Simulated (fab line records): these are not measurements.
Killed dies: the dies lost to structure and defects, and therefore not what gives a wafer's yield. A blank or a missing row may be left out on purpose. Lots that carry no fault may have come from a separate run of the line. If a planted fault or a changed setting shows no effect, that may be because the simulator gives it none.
fab line records ; flow sky130
record lots=5; wafers=15; lastDay=50
route steps=708 shown VIA3@575 PAD_OPEN@708
lots with no fault: from the same line, run without faults
startH: hours from the record's opening day to when the first of the lot's shown wafers began ; waitH: hours since the lot's step before ; " the same as in the row above ; L1.1+2: several wafers, shown together as one row ; - value missing, or start not given ; * or withheld: withheld ; < > ~ a bound
route shown NAME@n: a module of which the file shows steps, and the number in the route of the first ; usual: the fault-free wafers' mean and standard deviation ; same: alike in all rows ; chamber/n: place in a boat ; sites: the reading at each site ; _std_site: their standard deviation ; _edge_site: mean of outer sites minus mean of inner sites ; radiusMm: for every site, how far away it sits from the centre of the wafer ; mask NAME#n: copy n ; behind: the most recent tool/chamber to have shaped the wafer ; hold: cause of the lot's hold/its duration in hours/its outcome ; device: names the non-switching transistor (n, p or np) ; end of line: the tests these same wafers got at the end of their route ; for a step that has no rows: nothing shown but its recipe ; killed: the dies lost at the first sort to structure and to defects; this is not the yield of the wafer ; map: shows each die of a wafer: x if killed, . if not, _ if none is there
set.NAME: the setting the step ran with; set.NAME@STEP: the setting that earlier step ran with ; model.NAME: the simulator's own value behind a step, which no gauge read
a table for each step, a row for each wafer; lots at some steps of the route
services: the hour from which a tool's chamber was out of use, counted from the record's first day as startH (under 0 if before that day), plus the number of hours and why
## steps
# step SKY_VIA3_CMP_02
# recipe material=SiO2; downForcePsi=4; platenRpm=60; padVelocityMS=0.94248
# usual headPressurePsi=3.999/0.0092; motorCurrentA=11.6/0.78; platenRpm=60.00/0.036; slurryFlowMlMin=150.0/0.45
lot.wafer;tool;chamber;startH;waitH;headPressurePsi;motorCurrentA;platenRpm;slurryFlowMlMin
L802.4;cmp-01;3;922.42;0.1;3.988;12.7;60.02;148.8
L802.3;cmp-01;1;922.42;0.1;4.012;11.6;59.99;149.4
L802.6;cmp-01;3;922.42;0.1;3.988;12.1;59.98;149.6
L808.3;cmp-02;3;987.48;0.1;3.995;10.9;60.08;150.4
L808.4;cmp-02;0;987.48;0.1;4.004;11.9;59.95;149.5
L808.6;cmp-02;2;987.48;0.1;4.019;11.5;59.98;149.7
L818.2;cmp-02;1;1049.10;0.1;4.002;11.7;60.01;149.9
L818.6;cmp-02;0;1049.10;0.1;4.001;12.2;60.00;150.2
L818.5;cmp-02;1;1049.10;0.1;4.007;11.2;60.01;149.9
L820.2;cmp-01;1;1051.08;0.1;4.000;11.7;59.97;149.7
L820.4;cmp-01;2;1051.08;0.1;4.010;13.2;60.05;149.5
L820.6;cmp-01;0;1051.08;0.1;4.009;10.8;60.00;150.1
L821.4;cmp-02;0;1056.42;0.1;4.003;11.7;60.01;149.9
L821.2;cmp-02;1;1056.42;0.1;3.997;11.5;60.01;149.8
L821.6;cmp-02;2;1056.42;0.1;4.002;10.9;59.99;150.5
# step SKY_VIA3_BOW_MEAS_03
# recipe mode=bow
# usual VIA3_BOW=82/8.1
lot.wafer;tool;chamber;startH;waitH;VIA3_BOW[um]
L802.3;filmMetro-02;-;922.71;0.1;72
L802.4;filmMetro-02;-;922.71;0.1;74
L802.6;filmMetro-02;-;922.71;0.1;83
L808.3;filmMetro-04;-;987.77;0.2;83
L808.4;filmMetro-04;-;987.77;0.2;78
L808.6;filmMetro-04;-;987.77;0.2;84
L818.2;filmMetro-03;-;1049.37;0.2;68
L818.5;filmMetro-03;-;1049.37;0.2;65
L818.6;filmMetro-03;-;1049.37;0.2;85
L820.2;filmMetro-04;-;1051.30;0.2;88
L820.4;filmMetro-04;-;1051.30;0.2;75
L820.6;filmMetro-04;-;1051.30;0.2;87
L821.2;filmMetro-03;-;1056.64;0.1;80
L821.4;filmMetro-03;-;1056.64;0.1;90
L821.6;filmMetro-03;-;1056.64;0.1;92
# step SKY_VIA3_DEHYDRATE_04
# recipe tempC=200; timeS=60
# step SKY_VIA3_HMDS_05
# recipe primeTimeS=60; primeTempC=120
# step SKY_VIA3_COAT_06
# recipe resist=BARC; tempC=withheld; timeS=withheld; spinRpm=3000; resistThkNm=60
# step SKY_VIA3_COAT_07
# recipe resist=KrF-thick; spinRpm=3000; resistThkNm=450
# step SKY_VIA3_SOFTBAKE_08
# recipe tempC=100; timeS=90; resist=KrF-thick
# step SKY_VIA3_EXPOSE_09
# recipe maskId=VIM3; na=0.8; sourceShape=annular; sigmaInner=0.55; sigmaOuter=0.85; targetCdNm=200; doseMj=38
# step SKY_VIA3_PEB_10
# recipe pebTempC=withheld; pebTimeS=withheld; resist=KrF-thick
# step SKY_VIA3_DEVELOP_11
# recipe developTimeS=60; resist=KrF-thick; devTempC=21
# step SKY_VIA3_CD_MEAS_12
# recipe targetCdNm=200
# usual cdNm=200.5/1.5
lot.wafer;tool;chamber;startH;waitH;cdNm
L802.3;cdSem-02;-;947.59;-;201.3
L802.4;cdSem-02;-;947.59;-;203.0
L802.6;cdSem-02;-;947.59;-;201.0
L808.3;cdSem-01;-;1012.12;-;201.6
L808.4;cdSem-01;-;1012.12;-;198.6
L808.6;cdSem-01;-;1012.12;-;199.8
L818.2;cdSem-01;-;1070.84;-;202.1
L818.5;cdSem-01;-;1070.84;-;200.6
L818.6;cdSem-01;-;1070.84;-;201.4
L820.2;cdSem-02;-;1072.64;-;201.6
L820.4;cdSem-02;-;1072.64;-;201.5
L820.6;cdSem-02;-;1072.64;-;202.4
L821.2;cdSem-01;-;1077.83;-;201.1
L821.4;cdSem-01;-;1077.83;-;200.0
L821.6;cdSem-01;-;1077.83;-;200.4
# step SKY_VIA3_OVL_MEAS_13
# usual VIA3_OVL=-4/4.4
lot.wafer;tool;chamber;startH;waitH;VIA3_OVL[nm]
L802.3;overlay-02;-;947.68;0.1;0
L802.4;overlay-02;-;947.68;0.1;-3
L802.6;overlay-02;-;947.68;0.1;6
L808.3;overlay-01;-;1012.21;0.1;-8
L808.4;overlay-01;-;1012.21;0.1;-5
L808.6;overlay-01;-;1012.21;0.1;-5
L818.2;overlay-02;-;1070.95;0.1;-8
L818.5;overlay-02;-;1070.95;0.1;-2
L818.6;overlay-02;-;1070.95;0.1;-4
L820.2;overlay-01;-;1072.75;0.1;-3
L820.4;overlay-01;-;1072.75;0.1;-2
L820.6;overlay-01;-;1072.75;0.1;2
L821.2;overlay-02;-;1077.93;0.1;-5
L821.4;overlay-02;-;1077.93;0.1;-1
L821.6;overlay-02;-;1077.93;0.1;5
# step SKY_VIA3_ETCH_14
# recipe chemistry=N2/H2; target=BARC; ionEnergyEv=200; sourceW=500; biasW=100; pressureMtorr=30; n2FlowSccm=100; h2FlowSccm=200; stopOn=SiO2; timeS=45.9; targetDepthA=600
# usual drypumpMotorCurrentA=5.7/0.33; oesProductAu=0.854/0.0051; runLengthS=74.3/0.47; throttleValvePct=13.225/0.0076
lot.wafer;tool;chamber;startH;waitH;drypumpMotorCurrentA;oesProductAu;rfHoursCounterH;runLengthS;throttleValvePct;model.KrF-thick_of_VIA3_COAT_07.thkNm
L802.3;rieDiel-02;3;947.70;0.0;5.8;0.853;4;74.4;13.229;392.4
L802.4;rieDiel-02;0;947.70;0.0;6.3;0.859;7;73.3;13.224;390.3
L802.6;rieDiel-02;0;947.70;0.0;6.3;0.852;-;73.1;13.227;390
L808.3;rieDiel-01;3;1012.23;0.0;5.7;0.849;17;74.2;13.221;395.5
L808.4;rieDiel-01;2;1012.23;0.0;5.1;0.965;21;68.7;13.233;399.3
L808.6;rieDiel-01;1;1012.23;0.0;6.0;0.843;-;75.3;13.235;394.5
L818.2;rieDiel-01;1;1070.98;0.0;6.0;0.853;23;74.7;13.228;391.2
L818.5;rieDiel-01;2;1070.98;0.0;5.1;0.850;-;74.7;13.234;391.9
L818.6;rieDiel-01;1;1070.98;0.0;5.9;0.852;-;74.8;13.218;391.3
L820.2;rieDiel-03;2;1072.78;0.0;5.4;0.850;9;74.1;13.230;393.1
L820.4;rieDiel-03;3;1072.78;0.0;5.8;0.852;16;73.9;13.233;393.1
L820.6;rieDiel-03;3;1072.78;0.0;5.8;0.862;-;73.9;13.211;393.4
L821.2;rieDiel-03;1;1077.96;0.0;5.7;0.859;8;74.7;13.238;392.1
L821.4;rieDiel-03;3;1077.96;0.0;5.8;0.850;16;74.1;13.223;392.8
L821.6;rieDiel-03;2;1077.96;0.0;5.4;0.849;-;73.5;13.225;393.1
# step SKY_VIA3_ETCH_15
# recipe target=SiO2; chemistry=C4F8/O2/Ar; targetDepthNm=507; stopOn=TiN; maskMaterial=KrF-thick; sourceW=1500; biasW=1200; pressureMtorr=40; c4f8FlowSccm=withheld; O2_flow_sccm=6; Ar_flow_sccm=300; timeS=78
# usual oesProductAu=0.945/0.0045; runLengthS=106.4/0.48
lot.wafer;tool;chamber;startH;waitH;oesProductAu;runLengthS;model.KrF-thick_of_VIA3_COAT_07.thkNm
L802.3;rieDiel-02;3;947.75;0.0;0.944;106.4;290.8
L802.4;rieDiel-02;0;947.75;0.0;0.948;105.4;287.8
L802.6;rieDiel-02;0;947.75;0.0;0.953;105.2;286.1
L808.3;rieDiel-01;3;1012.28;0.0;0.945;106.7;295.3
L808.4;rieDiel-01;2;1012.28;0.0;0.936;106.6;297.2
L808.6;rieDiel-01;1;1012.28;0.0;0.946;107.5;292.9
L818.2;rieDiel-01;1;1071.02;0.0;0.944;107.1;290.2
L818.5;rieDiel-01;2;1071.02;0.0;0.939;106.6;289.5
L818.6;rieDiel-01;1;1071.02;0.0;0.947;107.6;289.2
L820.2;rieDiel-03;2;1072.82;0.0;0.940;105.8;291.6
L820.4;rieDiel-03;3;1072.82;0.0;0.941;106.1;290.2
L820.6;rieDiel-03;3;1072.82;0.0;0.947;106.2;290.3
L821.2;rieDiel-03;1;1078.01;0.0;0.943;106.5;290.3
L821.4;rieDiel-03;3;1078.01;0.0;0.947;106.2;288.1
L821.6;rieDiel-03;2;1078.01;0.0;0.941;105.9;291.3
# step SKY_VIA3_STRIP_16
# recipe chemistry=O2/N2; powerW=1400; pressureMtorr=1500; platenTempC=withheld; o2FlowSccm=3000; n2FlowSccm=300; overashFraction=0.5
# usual drypumpMotorCurrentA=5.7/0.45; oesProductAu=0.402/0.0047; stripTimeToEndpointS=4.132/0.025
lot.wafer;tool;chamber;startH;waitH;drypumpMotorCurrentA;oesProductAu;rfHoursCounterH;stripTimeToEndpointS
L802.3;plasmaAsher-03;0;947.84;0.1;6.2;0.399;-;4.135
L802.4;plasmaAsher-03;1;947.84;0.1;5.9;0.396;-;4.099
L802.6;plasmaAsher-03;1;947.84;0.1;5.9;0.407;-;4.073
L808.3;plasmaAsher-04;1;1012.37;0.1;5.8;0.400;-;4.189
L808.4;plasmaAsher-04;0;1012.37;0.1;5.9;0.397;-;4.200
L808.6;plasmaAsher-04;0;1012.37;0.1;5.9;0.398;-;4.127
L818.2;plasmaAsher-03;1;1071.08;0.0;5.9;0.406;0;4.100
L818.5;plasmaAsher-03;1;1071.08;0.0;5.9;0.398;-;4.120
L818.6;plasmaAsher-03;0;1071.08;0.0;6.2;0.401;-;4.111
L820.2;plasmaAsher-03;1;1072.88;0.0;5.9;0.402;0;4.151
L820.4;plasmaAsher-03;0;1072.88;0.0;6.2;0.406;-;4.130
L820.6;plasmaAsher-03;1;1072.88;0.0;5.9;0.402;-;4.127
L821.2;plasmaAsher-02;1;1078.07;0.0;4.7;0.399;64;4.122
L821.4;plasmaAsher-02;0;1078.07;0.0;5.7;0.404;-;4.084
L821.6;plasmaAsher-02;0;1078.07;0.0;5.7;0.400;-;4.135
# step SKY_PAD_OPEN_PROBE_99
# usual defectLimitedYield=82.4/1.8; killed_at_M0_to_M3=43/7.8; killed_at_M4_up=3.2/1.7; killedAtContacts=24/5.2; killedAtFrontEnd=15/4.5; killedAtOther=0.4/0.65; killedDies=87/9.1; killedOpen=47/7.3; killedShort=40/6.5; sort_bin_3_pad_short=0.9/0.46; sort_bin_5_function=10.4/1.5; sort_bin_6_memory=6.3/1; sortNPass=405/9.1; sortYieldPct=82.4/1.8
# same grossDies=492; killedAtBackSide=0; sort_bin_4_leakage[%]=0; sort_bin_8_speed[%]=0
lot.wafer;tool;chamber;startH;waitH;defectLimitedYield[%];killed_at_M0_to_M3;killed_at_M4_up;killedAtContacts;killedAtFrontEnd;killedAtOther;killedDies;killedOpen;killedShort;sort_bin_3_pad_short[%];sort_bin_5_function[%];sort_bin_6_memory[%];sortNPass;sortYieldPct[%]
L808.3;prober-01;-;1144.13;0.2;80.5;50;1;28;16;1;96;54;42;0.6;8.5;10.4;396;80.5
L808.4;prober-01;-;1144.18;0.2;82.1;48;1;19;20;0;88;50;38;0.6;10.0;7.3;404;82.1
L808.6;prober-01;-;1144.28;0.2;85.2;42;6;15;10;0;73;41;32;0.8;9.3;4.7;419;85.2
L821.2;prober-02;-;1197.22;0.1;84.1;30;0;31;17;0;78;40;38;0.6;10.8;4.5;414;84.1
L821.4;prober-02;-;1197.32;0.2;81.5;44;4;27;14;2;91;45;46;0.8;10.4;7.3;401;81.5
L821.6;prober-02;-;1197.42;0.2;85.6;35;0;26;10;0;71;43;28;0.2;10.2;4.1;421;85.6
# killed by level:class
L808.3 VIA1:geometricParticle:open=17 LI_CONTACT:geometricParticle:open=9 POLY_GATE:geometricParticle:open=6 CONTACT:geometricParticle:short=6 METAL2:geometricParticle:short=6 CONTACT:geometricParticle:open=6 VIA3:geometricParticle:open=6 LOCAL_INTERCONNECT:geometricParticle:short=5
L808.4 VIA1:geometricParticle:open=17 CONTACT:geometricParticle:open=11 FIELD_ISO:geometricParticle:open=6 POLY_GATE:geometricParticle:short=5 METAL2:geometricParticle:short=5 METAL1:geometricParticle:short=5 POLY_GATE:geometricParticle:open=4 VIA2:geometricParticle:short=4
L808.6 METAL1:geometricParticle:short=8 VIA3:geometricParticle:open=8 LI_CONTACT:geometricParticle:open=7 FIELD_ISO:geometricParticle:open=5 CONTACT:geometricParticle:open=5 VIA1:geometricParticle:open=5 METAL2:geometricParticle:short=5 METAL4:geometricParticle:short=5
L821.2 LI_CONTACT:geometricParticle:open=11 CONTACT:geometricParticle:open=9 LI_CONTACT:geometricParticle:short=5 VIA1:geometricParticle:short=5 POLY_GATE:geometricParticle:open=4 POLY_GATE:geometricParticle:short=4 METAL1:geometricParticle:short=4 FIELD_ISO:geometricParticle:open=3
L821.4 VIA1:geometricParticle:open=9 LI_CONTACT:geometricParticle:open=8 CONTACT:geometricParticle:open=8 METAL3:geometricParticle:short=7 POLY_GATE:geometricParticle:short=6 LI_CONTACT:geometricParticle:short=5 METAL2:geometricParticle:short=5 POLY_GATE:geometricParticle:open=4
L821.6 CONTACT:geometricParticle:open=14 VIA2:geometricParticle:open=8 VIA3:geometricParticle:open=6 FIELD_ISO:geometricParticle:short=5 CONTACT:geometricParticle:short=5 LI_CONTACT:geometricParticle:open=4 VIA1:geometricParticle:open=4 METAL2:geometricParticle:short=4
## services
tool;chamber;startH;hours;kind
rieDiel-02;-;898.53;0.5;repair
plasmaAsher-02;-;903.23;1.2;repair
cmp-02;-;912.00;4.0;pm
cmp-02;-;916.00;-;consumableReplace:conditioner
cmp-02;-;916.00;-;consumableReplace:pad
cmp-02;-;940.30;20.5;pm
rieDiel-01;2;947.22;28.2;repair
plasmaAsher-02;-;958.05;17.6;repair
rieDiel-01;-;960.00;0.8;repair
cmp-01;-;960.99;6.4;pm
cmp-02;-;962.09;1.8;repair
cmp-02;-;973.89;1.0;repair
plasmaAsher-04;-;1026.44;2.3;repair
cmp-01;-;1027.77;1.6;repair
plasmaAsher-04;-;1027.85;2.2;repair
cmp-02;-;1030.00;5.4;repair
cmp-02;-;1036.15;3.9;pm
cmp-02;-;1041.37;3.3;pm
rieDiel-02;0;1046.18;16.5;repair
plasmaAsher-03;-;1055.25;9.0;pm
plasmaAsher-03;0;1055.25;9.0;ventCycle
plasmaAsher-03;1;1055.25;9.0;ventCycle
plasmaAsher-03;-;1065.33;5.7;repair
cmp-01;-;1068.70;2.3;repair
## key
firstSign step=SKY_VIA3_ETCH_14; reading=oesProductAu; direction=up; sigmas=22; usual=0.854; struck=0.965
effect step=SKY_VIA3_ETCH_14; reading=runLengthS; direction=down; sigmas=12; usual=*; struck=*
modelEffect step=SKY_VIA3_ETCH_14; value=KrF-thick_of_VIA3_COAT_07.thkNm; without=393.6; struck=399.3
modelEffect step=SKY_VIA3_ETCH_15; value=KrF-thick_of_VIA3_COAT_07.thkNm; without=291.5; struck=297.2
metAt SKY_VIA3_ETCH_14
struckWafers L808.4
fault kind=processParameterDrift; tool=rieDiel-01; chamber=-; onsetH=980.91; steps=SKY_VIA3_ETCH_14; channel=timeS; offset=*; shape=step; endH=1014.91; scope=struckWafersOnly; actsIn=*; stated=*
